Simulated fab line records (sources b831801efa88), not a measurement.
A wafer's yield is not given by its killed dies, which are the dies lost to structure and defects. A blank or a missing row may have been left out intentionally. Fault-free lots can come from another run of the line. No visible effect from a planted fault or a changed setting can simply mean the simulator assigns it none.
fab line records + flow gf180mcu
[record]
- lots = 7
- wafers = 21
- last-day = 34
route steps=602 shown POLY_GATE@168 HV_LDD@176
lots that met no fault: from a run of the same line without faults
start-h: start of the lot's first displayed wafer, in hours after the record's first day + wait-h: how many hours have passed since the lot's step before this one + " identical to the entry in the row above + L1.1+2: a single row standing in for several wafers + - no value, or no start was given + * or withheld: withheld + < > ~ a bound
route shown NAME@n: names a module that has steps shown in the file, with the first one's number in the route + usual: mean/standard deviation of fault-free wafers + same: alike in all rows + chamber/n: place in a boat + sites: readings site by site + _std_site: how widely they spread, as a standard deviation + _edge_site: the outer-site mean with the inner-site mean subtracted + radius-mm: how far each site lies from the wafer's centre + mask NAME#n: copy n + behind: the most recent tool/chamber to have shaped the wafer + hold: the reason the lot was held/the length of the hold in hours/how it ended + device: transistor that didn't switch, given as n, p or np + end of line: the tests these same wafers got at the end of their route + step lacking rows: just its recipe + killed: at the first sort, the dies lost to defects and structure; wafer yield is something else + map: the dies of a wafer, with x for killed, . for not killed, _ for no die there
set.NAME: the setting the step ran with; set.NAME@STEP: the setting that earlier step ran with + model.NAME: the simulator's own value behind a step, which no gauge read
a table for each step, a row for each wafer; lots at some steps of the route
services: a tool's chamber out of use, with start hour (start-h, from the record's first day; less than 0 if before it), hours out, and reason
[[steps]]
[step GF_POLY_GATE_OVL_MEAS_11]
[usual]
- POLY_GATE_OVL = 2/4.7
| lot.wafer | tool       | chamber | start-h | wait-h | POLY_GATE_OVL[nm] |
|-----------|------------|---------|---------|--------|-------------------|
| L340.1    | overlay-02 | -       | 219.43  | 0.1    | 7                 |
| L340.4    | "          | -       | "       | "      | 7                 |
| L340.5    | "          | -       | "       | "      | 6                 |
| L349.1    | overlay-02 | -       | 279.68  | 0.1    | -2                |
| L349.3    | "          | -       | "       | "      | -1                |
| L349.5    | "          | -       | "       | "      | -3                |
| L350.2    | overlay-02 | -       | 284.49  | 0.1    | 1                 |
| L350.3    | "          | -       | "       | "      | 2                 |
| L350.5    | "          | -       | "       | "      | 2                 |
| L351.2    | overlay-02 | -       | 296.04  | 0.1    | 1                 |
| L351.4    | "          | -       | "       | "      | -1                |
| L351.5    | "          | -       | "       | "      | 0                 |
| L354.2    | overlay-02 | -       | 330.72  | 0.1    | 0                 |
| L354.3    | "          | -       | "       | "      | 4                 |
| L354.6    | "          | -       | "       | "      | 0                 |
| L357.3    | overlay-02 | -       | 347.64  | 0.1    | -3                |
| L357.4    | "          | -       | "       | "      | -7                |
| L357.6    | "          | -       | "       | "      | -9                |
| L360.1    | overlay-01 | -       | 367.27  | 0.1    | 5                 |
| L360.4    | "          | -       | "       | "      | 1                 |
| L360.5    | "          | -       | "       | "      | 12                |
[step GF_POLY_GATE_ETCH_12]
[recipe]
- chemistry = N2/H2
- target-depth-a = withheld
- overetch-a = withheld
- time-s = withheld
- target = BARC
- ion-energy-ev = 200
- source-w = 500
- bias-w = 100
- pressure-mtorr = 30
- n2-flow-sccm = 100
- h2-flow-sccm = 200
[usual]
- drypump-motor-current-A = 5.6/0.45
- oes-product-au = 0.736/0.0051
- throttle-valve-pct = 13.214/0.0081
| lot.wafer | tool        | chamber | start-h | wait-h | drypump-motor-current-A | oes-product-au | throttle-valve-pct |
|-----------|-------------|---------|---------|--------|-------------------------|----------------|--------------------|
| L340.1    | rie-diel-03 | 1       | 219.47  | 0.0    | 5.3                     | 0.736          | 13.212             |
| L340.4    | "           | 2       | "       | "      | 5.4                     | 0.743          | 13.217             |
| L340.5    | "           | 1       | "       | "      | 5.3                     | 0.731          | 13.212             |
| L349.1    | rie-diel-01 | 3       | 279.72  | 0.0    | 5.3                     | 0.741          | 13.203             |
| L349.3    | "           | 0       | "       | "      | 5.5                     | 0.732          | 13.206             |
| L349.5    | "           | 3       | "       | "      | 5.3                     | 0.733          | 13.195             |
| L350.2    | rie-diel-02 | 2       | 284.52  | 0.0    | 5.3                     | 0.736          | 13.206             |
| L350.3    | "           | 1       | "       | "      | 5.6                     | 0.741          | 13.214             |
| L350.5    | "           | 1       | "       | "      | 5.6                     | 0.730          | 13.221             |
| L351.2    | rie-diel-02 | 3       | 296.07  | 0.0    | 5.8                     | 0.736          | 13.215             |
| L351.4    | "           | 3       | "       | "      | 5.8                     | 0.736          | 13.210             |
| L351.5    | "           | 2       | "       | "      | 5.3                     | 0.741          | 13.200             |
| L354.2    | rie-diel-01 | 0       | 330.75  | 0.0    | 5.5                     | 0.731          | 13.216             |
| L354.3    | "           | 1       | "       | "      | 6.1                     | 0.729          | 13.211             |
| L354.6    | "           | 2       | "       | "      | 5.8                     | 0.733          | 13.201             |
| L357.3    | rie-diel-03 | 2       | 347.67  | 0.0    | 5.4                     | 0.732          | 13.211             |
| L357.4    | "           | 3       | "       | "      | 4.9                     | 0.734          | 13.215             |
| L357.6    | "           | 0       | "       | "      | 6.6                     | 0.735          | 13.221             |
| L360.1    | rie-diel-03 | 0       | 367.30  | 0.0    | 6.6                     | 0.738          | 13.225             |
| L360.4    | "           | 3       | "       | "      | 4.9                     | 0.743          | 13.220             |
| L360.5    | "           | 0       | "       | "      | 6.6                     | 0.743          | 13.222             |
[step GF_POLY_GATE_ETCH_13]
[recipe]
- target = poly-Si
- target-depth-nm = 198.5
- stop-on = SiO2
- over-etch-frac = 0.403
- chemistry = HBr/Cl2
- icp-w = 400
- bias-w = 100
- pressure-mtorr = 10
- HBr_flow_sccm = 150
- Cl2_flow_sccm = 50
- time-s = 69.6
[usual]
- drypump-motor-current-A = 5.8/0.44
- oes-product-au = 0.992/0.0072
- throttle-valve-pct = 33.685/0.009
| lot.wafer | tool      | chamber | start-h | wait-h | drypump-motor-current-A | oes-product-au | rf-hours-counter-h | throttle-valve-pct |
|-----------|-----------|---------|---------|--------|-------------------------|----------------|--------------------|--------------------|
| L340.1    | rie-si-01 | 0       | 219.52  | -      | 6.6                     | 0.996          | 1                  | 33.677             |
| L340.4    | "         | 3       | "       | "      | 5.6                     | 0.996          | 42                 | 33.685             |
| L340.5    | "         | 2       | "       | "      | 5.3                     | 0.992          | -                  | 33.684             |
| L349.1    | rie-si-01 | 0       | 279.77  | -      | 6.6                     | 0.990          | 1                  | 33.687             |
| L349.3    | "         | 1       | "       | "      | 6.0                     | 0.983          | 62                 | 33.680             |
| L349.5    | "         | 3       | "       | "      | 5.6                     | 0.992          | -                  | 33.688             |
| L350.2    | rie-si-01 | 3       | 284.57  | -      | 5.6                     | 0.987          | 43                 | 33.678             |
| L350.3    | "         | 1       | "       | "      | 6.0                     | 0.990          | 62                 | 33.693             |
| L350.5    | "         | 2       | "       | "      | 5.3                     | 0.993          | -                  | 33.684             |
| L351.2    | rie-si-02 | 1       | 296.12  | -      | 5.1                     | 0.980          | 95                 | 33.709             |
| L351.4    | "         | 1       | "       | "      | 5.1                     | 0.991          | -                  | 33.682             |
| L351.5    | "         | 3       | "       | "      | 5.9                     | 0.996          | -                  | 33.684             |
| L354.2    | rie-si-02 | 3       | 330.80  | -      | 5.9                     | 0.995          | 5                  | 33.683             |
| L354.3    | "         | 2       | "       | "      | 5.9                     | 0.995          | 62                 | 33.680             |
| L354.6    | "         | 3       | "       | "      | 5.9                     | 1.000          | -                  | 33.693             |
| L357.3    | rie-si-01 | 0       | 347.72  | -      | 6.6                     | 0.993          | 2                  | 33.697             |
| L357.4    | "         | 2       | "       | "      | 5.4                     | 0.988          | 6                  | 33.680             |
| L357.6    | "         | 3       | "       | "      | 5.6                     | 1.000          | -                  | 33.698             |
| L360.1    | rie-si-01 | 3       | 367.35  | -      | 5.6                     | 0.997          | 43                 | 33.671             |
| L360.4    | "         | 1       | "       | "      | 6.0                     | 0.989          | 63                 | 33.683             |
| L360.5    | "         | 3       | "       | "      | 5.6                     | 1.002          | -                  | 33.691             |
[step GF_POLY_GATE_STRIP_14]
[recipe]
- chemistry = O2/N2
- power-w = 1400
- pressure-mtorr = 1500
- platen-temp-c = 250
- o2-flow-sccm = 3000
- n2-flow-sccm = 300
- overash-fraction = 0.5
[usual]
- drypump-motor-current-A = 5.6/0.34
- heater-power-w = 337/37
- oes-product-au = 0.504/0.0043
[same]
- overash-fraction = 0.5
| lot.wafer | tool            | chamber | start-h | wait-h | drypump-motor-current-A | heater-power-w | oes-product-au | rf-hours-counter-h |
|-----------|-----------------|---------|---------|--------|-------------------------|----------------|----------------|--------------------|
| L340.1    | plasma-asher-03 | 1       | 219.58  | 0.0    | 5.1                     | 331            | 0.501          | 10                 |
| L340.4    | "               | 1       | "       | "      | 5.1                     | 335            | 0.510          | -                  |
| L340.5    | "               | 1       | "       | "      | 5.1                     | 335            | 0.503          | -                  |
| L349.1    | plasma-asher-04 | 0       | 279.83  | 0.0    | 6.1                     | 312            | 0.501          | 47                 |
| L349.3    | "               | 1       | "       | "      | 5.6                     | 402            | 0.500          | -                  |
| L349.5    | "               | 1       | "       | "      | 5.6                     | 408            | 0.512          | -                  |
| L350.2    | plasma-asher-04 | 0       | 284.63  | 0.0    | 6.1                     | 313            | 0.507          | 47                 |
| L350.3    | "               | 1       | "       | "      | 5.6                     | 402            | 0.504          | -                  |
| L350.5    | "               | 0       | "       | "      | 6.1                     | 309            | 0.499          | -                  |
| L351.2    | plasma-asher-04 | 1       | 296.18  | 0.0    | 5.6                     | 403            | 0.503          | 49                 |
| L351.4    | "               | 0       | "       | "      | 6.1                     | 305            | 0.500          | -                  |
| L351.5    | "               | 1       | "       | "      | 5.6                     | 406            | 0.507          | -                  |
| L354.2    | plasma-asher-02 | 0       | 330.86  | 0.0    | 5.6                     | 332            | 0.502          | 71                 |
| L354.3    | "               | 0       | "       | "      | 5.6                     | 330            | 0.505          | -                  |
| L354.6    | "               | 1       | "       | "      | 5.4                     | 318            | 0.506          | -                  |
| L357.3    | plasma-asher-04 | 1       | 347.81  | 0.1    | 5.6                     | 397            | 0.505          | -                  |
| L357.4    | "               | 0       | "       | "      | 6.1                     | 304            | 0.501          | -                  |
| L357.6    | "               | 0       | "       | "      | 6.2                     | 307            | 0.508          | -                  |
| L360.1    | plasma-asher-02 | 1       | 367.41  | 0.0    | 5.4                     | 328            | 0.501          | 74                 |
| L360.4    | "               | 1       | "       | "      | 5.4                     | 313            | 0.501          | -                  |
| L360.5    | "               | 1       | "       | "      | 5.4                     | 319            | 0.501          | -                  |
[step GF_POLY_GATE_CLEAN_15]
[recipe]
- chemistry = SC1/SC2
- mix = 1:4:20
- temp-c = 70
- time-s = 150
- dry = n2-spin
[step GF_POLY_GATE_OXIDATION_16]
[recipe]
- temp-c = 850
- ambient = O2
- stabilise-s = 600
- purge-s = 300
- target-thk-a = 40
- ox-time-s = 899
[step GF_POLY_GATE_THK_MEAS_17]
[recipe]
- reads = SiO2_of_POLY_GATE_OXIDATION_16
[usual]
- POLY_GATE_OXIDATION_THK = 4.02/0.092
| lot.wafer | tool          | chamber | start-h | wait-h | POLY_GATE_OXIDATION_THK[nm] |
|-----------|---------------|---------|---------|--------|-----------------------------|
| L340.1    | film-metro-03 | -       | 221.27  | 0.0    | 3.84                        |
| L340.4    | "             | -       | "       | "      | 3.83                        |
| L340.5    | "             | -       | "       | "      | 3.90                        |
| L349.1    | film-metro-03 | -       | 281.76  | 0.0    | 4.14                        |
| L349.3    | "             | -       | "       | "      | 4.11                        |
| L349.5    | "             | -       | "       | "      | 4.12                        |
| L350.2    | film-metro-02 | -       | 286.17  | 0.0    | 4.04                        |
| L350.3    | "             | -       | "       | "      | 4.04                        |
| L350.5    | "             | -       | "       | "      | 3.99                        |
| L351.2    | film-metro-02 | -       | 298.30  | 0.0    | 4.08                        |
| L351.4    | "             | -       | "       | "      | 4.16                        |
| L351.5    | "             | -       | "       | "      | 4.13                        |
| L354.2    | film-metro-02 | -       | 333.28  | 0.0    | 3.94                        |
| L354.3    | "             | -       | "       | "      | 3.95                        |
| L354.6    | "             | -       | "       | "      | 3.98                        |
| L357.3    | film-metro-01 | -       | 349.19  | 0.0    | 3.78                        |
| L357.4    | "             | -       | "       | "      | 3.94                        |
| L357.6    | "             | -       | "       | "      | 3.89                        |
| L360.1    | film-metro-01 | -       | 369.06  | 0.0    | 3.95                        |
| L360.4    | "             | -       | "       | "      | 3.93                        |
| L360.5    | "             | -       | "       | "      | 4.02                        |
[step GF_POLY_GATE_CD_MEAS_18]
[usual]
- cd-nm = 280.0/1.7
| lot.wafer | tool      | chamber | start-h | wait-h | cd-nm |
|-----------|-----------|---------|---------|--------|-------|
| L340.1    | cd-sem-02 | -       | 221.33  | 0.1    | 279.4 |
| L340.4    | "         | -       | "       | "      | 280.6 |
| L340.5    | "         | -       | "       | "      | 278.4 |
| L349.1    | cd-sem-01 | -       | 281.82  | 0.1    | 282.4 |
| L349.3    | "         | -       | "       | "      | 279.9 |
| L349.5    | "         | -       | "       | "      | 280.7 |
| L350.2    | cd-sem-01 | -       | 286.25  | 0.1    | 280.5 |
| L350.3    | "         | -       | "       | "      | 279.1 |
| L350.5    | "         | -       | "       | "      | 280.7 |
| L351.2    | cd-sem-02 | -       | 298.41  | 0.1    | 277.4 |
| L351.4    | "         | -       | "       | "      | 277.7 |
| L351.5    | "         | -       | "       | "      | 280.2 |
| L354.2    | cd-sem-01 | -       | 333.35  | 0.1    | 279.6 |
| L354.3    | "         | -       | "       | "      | 280.7 |
| L354.6    | "         | -       | "       | "      | 282.2 |
| L357.3    | cd-sem-01 | -       | 349.36  | 0.2    | 283.3 |
| L357.4    | "         | -       | "       | "      | 284.1 |
| L357.6    | "         | -       | "       | "      | 283.0 |
| L360.1    | cd-sem-01 | -       | 369.12  | 0.1    | 279.8 |
| L360.4    | "         | -       | "       | "      | 279.8 |
| L360.5    | "         | -       | "       | "      | 279.6 |
[step GF_HV_LDD_DEHYDRATE_00]
[recipe]
- temp-c = 200
- time-s = 60
[step GF_HV_LDD_HMDS_01]
[recipe]
- prime-time-s = 60
- prime-temp-c = 120
[step GF_HV_LDD_COAT_02]
[recipe]
- resist = NOVOLAK
- spin-rpm = 3000
- resist-thk-nm = 1000
[step GF_HV_LDD_SOFTBAKE_03]
[recipe]
- temp-c = 90
- time-s = 60
- resist = NOVOLAK
[step GF_HV_LDD_EXPOSE_04]
[recipe]
- mask-id = Nplus_LV_AREA
- target-cd-nm = 400
- na = 0.6
- source-shape = conventional
- sigma-outer = 0.6
- dose-mj = 140
[usual]
- exposure-dose-mJ-cm2 = 139.96/0.14
- focus-offset-nm = 0.1/0.52
| lot.wafer | tool             | chamber | start-h | wait-h | mask            | exposure-dose-mJ-cm2 | focus-offset-nm |
|-----------|------------------|---------|---------|--------|-----------------|----------------------|-----------------|
| L340.1    | iline-stepper-02 | 0       | 230.39  | -      | Nplus_LV_AREA#0 | 139.72               | 0.3             |
| L340.4    | "                | 0       | "       | "      | Nplus_LV_AREA#0 | 139.83               | -0.2            |
| L340.5    | "                | 0       | "       | "      | Nplus_LV_AREA#0 | 139.80               | -0.4            |
| L349.1    | iline-stepper-02 | -       | 291.60  | -      | Nplus_LV_AREA#0 | -                    | -               |
| L349.3    | "                | -       | "       | "      | Nplus_LV_AREA#0 | -                    | -               |
| L349.5    | "                | -       | "       | "      | Nplus_LV_AREA#0 | -                    | -               |
| L350.2    | iline-stepper-02 | -       | 296.07  | -      | Nplus_LV_AREA#0 | -                    | -               |
| L350.3    | "                | -       | "       | "      | Nplus_LV_AREA#0 | -                    | -               |
| L350.5    | "                | -       | "       | "      | Nplus_LV_AREA#0 | -                    | -               |
| L351.2    | iline-stepper-01 | -       | 308.66  | -      | Nplus_LV_AREA#0 | -                    | -               |
| L351.4    | "                | -       | "       | "      | Nplus_LV_AREA#0 | -                    | -               |
| L351.5    | "                | -       | "       | "      | Nplus_LV_AREA#0 | -                    | -               |
| L354.2    | iline-stepper-02 | 0       | 344.06  | -      | Nplus_LV_AREA#0 | 140.10               | 0.3             |
| L354.3    | "                | 0       | "       | "      | Nplus_LV_AREA#0 | 139.95               | 0.2             |
| L354.6    | "                | 0       | "       | "      | Nplus_LV_AREA#0 | 140.12               | 1.0             |
| L357.3    | iline-stepper-01 | 0       | 360.18  | -      | Nplus_LV_AREA#0 | 139.92               | -0.1            |
| L357.4    | "                | 0       | "       | "      | Nplus_LV_AREA#0 | 139.96               | -0.7            |
| L357.6    | "                | 0       | "       | "      | Nplus_LV_AREA#0 | 139.96               | -0.5            |
| L360.1    | iline-stepper-01 | 0       | 380.58  | -      | Nplus_LV_AREA#0 | 139.95               | 0.2             |
| L360.4    | "                | 0       | "       | "      | Nplus_LV_AREA#0 | 139.84               | 0.1             |
| L360.5    | "                | 0       | "       | "      | Nplus_LV_AREA#0 | 139.72               | 1.2             |
[step GF_HV_LDD_PEB_05]
[recipe]
- temp-c = withheld
- time-s = *
- resist = NOVOLAK
[[services]]
| tool             | chamber | start-h | hours | kind           |
|------------------|---------|---------|-------|----------------|
| rie-si-02        | 3       | 210.78  | 46.3  | repair         |
| rie-diel-02      | -       | 222.00  | 1.4   | repair         |
| rie-si-01        | 1       | 224.82  | 1.7   | repair         |
| rie-si-01        | 3       | 240.03  | 12.2  | repair         |
| rie-si-01        | 0       | 246.21  | 4.2   | repair         |
| rie-si-02        | -       | 249.42  | 0.5   | repair         |
| rie-diel-01      | 2       | 252.93  | 5.5   | repair         |
| rie-si-01        | 1       | 258.48  | 7.2   | repair         |
| iline-stepper-02 | 0       | 263.15  | -     | calibration    |
| iline-stepper-01 | -       | 267.33  | 28.9  | pm             |
| rie-si-02        | -       | 275.89  | 6.4   | repair         |
| rie-diel-02      | 0       | 292.54  | -     | clean          |
| rie-diel-02      | 0       | 292.54  | 20.1  | scheduled-down |
| rie-diel-02      | 0       | 292.54  | 20.1  | vent-cycle     |
| rie-diel-02      | 3       | 292.68  | 2.8   | repair         |
| rie-si-02        | 0       | 294.32  | -     | clean          |
| rie-si-02        | 0       | 294.32  | 25.0  | scheduled-down |
| iline-stepper-01 | -       | 296.22  | 1.7   | pm             |
| rie-diel-01      | 1       | 308.98  | 11.7  | repair         |
| rie-si-02        | -       | 312.80  | 0.4   | repair         |
| rie-si-01        | 2       | 329.91  | 6.2   | repair         |
| rie-diel-01      | 0       | 336.41  | 14.1  | repair         |
| iline-stepper-02 | -       | 377.78  | 1.7   | pm             |
| iline-stepper-01 | 0       | 379.26  | -     | calibration    |
[[key]]
[first-sign]
- step = GF_HV_LDD_EXPOSE_04
- reading = tool-record
- direction = missing
effect none on later readings
met-at GF_HV_LDD_EXPOSE_04
struck-wafers L349.1,L349.3,L349.5,L350.2,L350.3,L350.5,L351.2,L351.4,L351.5
later-rows-left-out L349.1,L349.3,L349.5,L350.2,L350.3,L350.5,L351.2,L351.4,L351.5
sort-left-out L349.1,L349.3,L349.5,L350.2,L350.3,L350.5,L351.2,L351.4,L351.5
tester-left-out L349,L350,L351
onset-between 230.39 291.60
[fault]
- kind = skipped-step-whole
- tool = iline-stepper-01,iline-stepper-02
- chamber = -
- onset-h = 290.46
- steps = GF_HV_LDD_EXPOSE_04
- scope = struck-lots-only
// tester-left-out: of these lots the tester's yield and bins aren't shown, on N5 and GAA mostly nor the transistor test; their killed dies are dies lost to structure and defects alone, not to doping, threshold or leakage, so they don't give the yield
// sort-left-out: the simulated sort isn't trusted on such a fault, so these wafers' sort isn't shown, and their yield isn't known
// later-rows-left-out: the simulator's readings of these wafers behind a module that went badly wrong aren't trusted and aren't shown, but for the sort
